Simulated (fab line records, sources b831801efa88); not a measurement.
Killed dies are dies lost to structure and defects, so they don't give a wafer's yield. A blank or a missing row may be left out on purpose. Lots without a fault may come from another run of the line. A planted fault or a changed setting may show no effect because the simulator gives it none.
A struck lot beside a sound one | flow sky130 | 15 steps out of a route of 708
Sound: wafers L508.1, L508.5, L508.6. Struck: wafer L519.4. (L519.2, L519.6 of the same lot were not struck and are left out.) The cause comes at the end.
At each step with rows: each side's tool, then ch and its chambers, then its first start. Under that, the readings that differ: sound wafers | struck wafers | difference of the means | sigmas: that difference in standard deviations of wafers without a fault.
alike: readings whose means differ by less than 2 such deviations, and words and numbers that are the same on both sides. not compared: withheld readings, readings that some wafer has no value for, bounds like >300 that may hide the same value, and numbers for which the record gives no deviation and whose values overlap.
The two part at a step that has a row with sigmas, a row that says differs or no value, or rows on one side only. Numbers that don't overlap but have no deviation are shown without sigmas and don't part them. A reading that every wafer of one side lacks parts them only if that side has two wafers or more.

SKY_VIA2_ETCH_14: etches BARC in N2/H2, stops on SiO2, time 45.9 s, target depth 60 nm.
  sound on rie_diel-02 ch 0,1, day 36 04:56; struck on rie_diel-01 ch 3, day 42 01:10
  reading               | sound             | struck | difference | sigmas
  oes_product_au (a.u.) | 0.859 0.850 0.856 | 0.844  | -0.011     | -2
  alike: drypump_motor_current_A, throttle_valve_pct
  not compared: rf_hours_counter_h
SKY_VIA2_ETCH_15: etches SiO2 in C4F8/O2/Ar, stops on TiN, target depth 546 nm, time 84 s.
  sound on rie_diel-02 ch 0,1, day 36 04:58; struck on rie_diel-01 ch 3, day 42 01:12
  alike: oes_product_au
  not compared: rf_hours_counter_h
then, 4 steps without rows for these wafers: SKY_VIA2_STRIP_16 (strips in O2/N2); SKY_VIA2_STRIP_17 (strips in post etch residue remover, time 1200 s); SKY_VIA2_CLEAN_18 (cleans in IPA, time 180 s); SKY_VIA2_CLEAN_19 (cleans in O3/DIW).
SKY_VIA2_SPUTTER_20: material TiN, target thk 20 nm, time 80 s.
  sound on pvd_sputter-01, day 36 05:40; struck on pvd_sputter-02, day 42 01:52
  alike: throttle_valve_pct
then, 1 step without rows for these wafers: SKY_VIA2_CVD_21 (deposits W, target thk 420 nm, time 126.4 s).
SKY_VIA2_RS_MEAS_22: measures by four-point-probe.
  sound on film_metro-01, day 36 05:51; struck on film_metro-04, day 42 02:12
  reading            | sound             | struck | difference | sigmas
  VIA2_W_RS (ohm/sq) | 0.280 0.280 0.283 | 0.272  | -0.009     | -3
SKY_VIA2_THK_MEAS_23: measures by xrf.
  sound on film_metro-01, day 36 05:58; struck on film_metro-04, day 42 02:19
  alike: VIA2_W_THK
SKY_VIA2_CMP_24: polishes, stops on SiO2, t overpolish 20 s, target thk 0 nm.
  sound on cmp-01 ch 0,2,3, day 36 06:08; struck on cmp-01 ch 3, day 42 02:25
  alike: motor_current_A, overpolish_run_s, time_to_endpoint_s
then, 1 step without rows for these wafers: SKY_METAL3_SPUTTER_00 (material Ti, target thk 15 nm, time 10 s).
SKY_METAL3_SPUTTER_01: material TiN, target thk 20 nm, time 16.7 s.
  sound on pvd_sputter-04, day 36 06:21; struck on pvd_sputter-02, day 42 02:41
  reading                                    | sound             | struck | difference | sigmas
  model.TiN_of_METAL3_SPUTTER_01.thk_nm (nm) | 19.67 19.98 19.85 | 19.6   | -0.2       |
  alike: throttle_valve_pct
SKY_METAL3_SPUTTER_02: material AlCu, target thk 735 nm, time 39.1 s.
  sound on pvd_sputter-04, day 36 06:23; struck on pvd_sputter-02, day 42 02:43
  alike: throttle_valve_pct
-- the record jumps here: 8 days lie between the struck wafers' starts before and after (it left off in module METAL3 and takes up again in module PAD_OPEN, whose first step shown is number 708 of the route) --
SKY_PAD_OPEN_PROBE_99:
  sound on prober-01, day 45 15:46; struck on prober-02, day 50 06:46
  reading         | sound | struck | difference | sigmas
  killed_at_other | 1 0 0 | 2      | +2         | +4
  alike: defect_limited_yield, killed_at_M0_to_M3, killed_at_M4_up, killed_at_contacts, killed_at_front_end, killed_dies, killed_open, killed_short, sort_bin_3_pad_short, sort_bin_5_function, sort_bin_6_memory, sort_n_pass, sort_yield_pct

WHERE THEY PART
First at SKY_VIA2_ETCH_14; last, within this record, at SKY_PAD_OPEN_PROBE_99.

WHY: what the simulator had put in
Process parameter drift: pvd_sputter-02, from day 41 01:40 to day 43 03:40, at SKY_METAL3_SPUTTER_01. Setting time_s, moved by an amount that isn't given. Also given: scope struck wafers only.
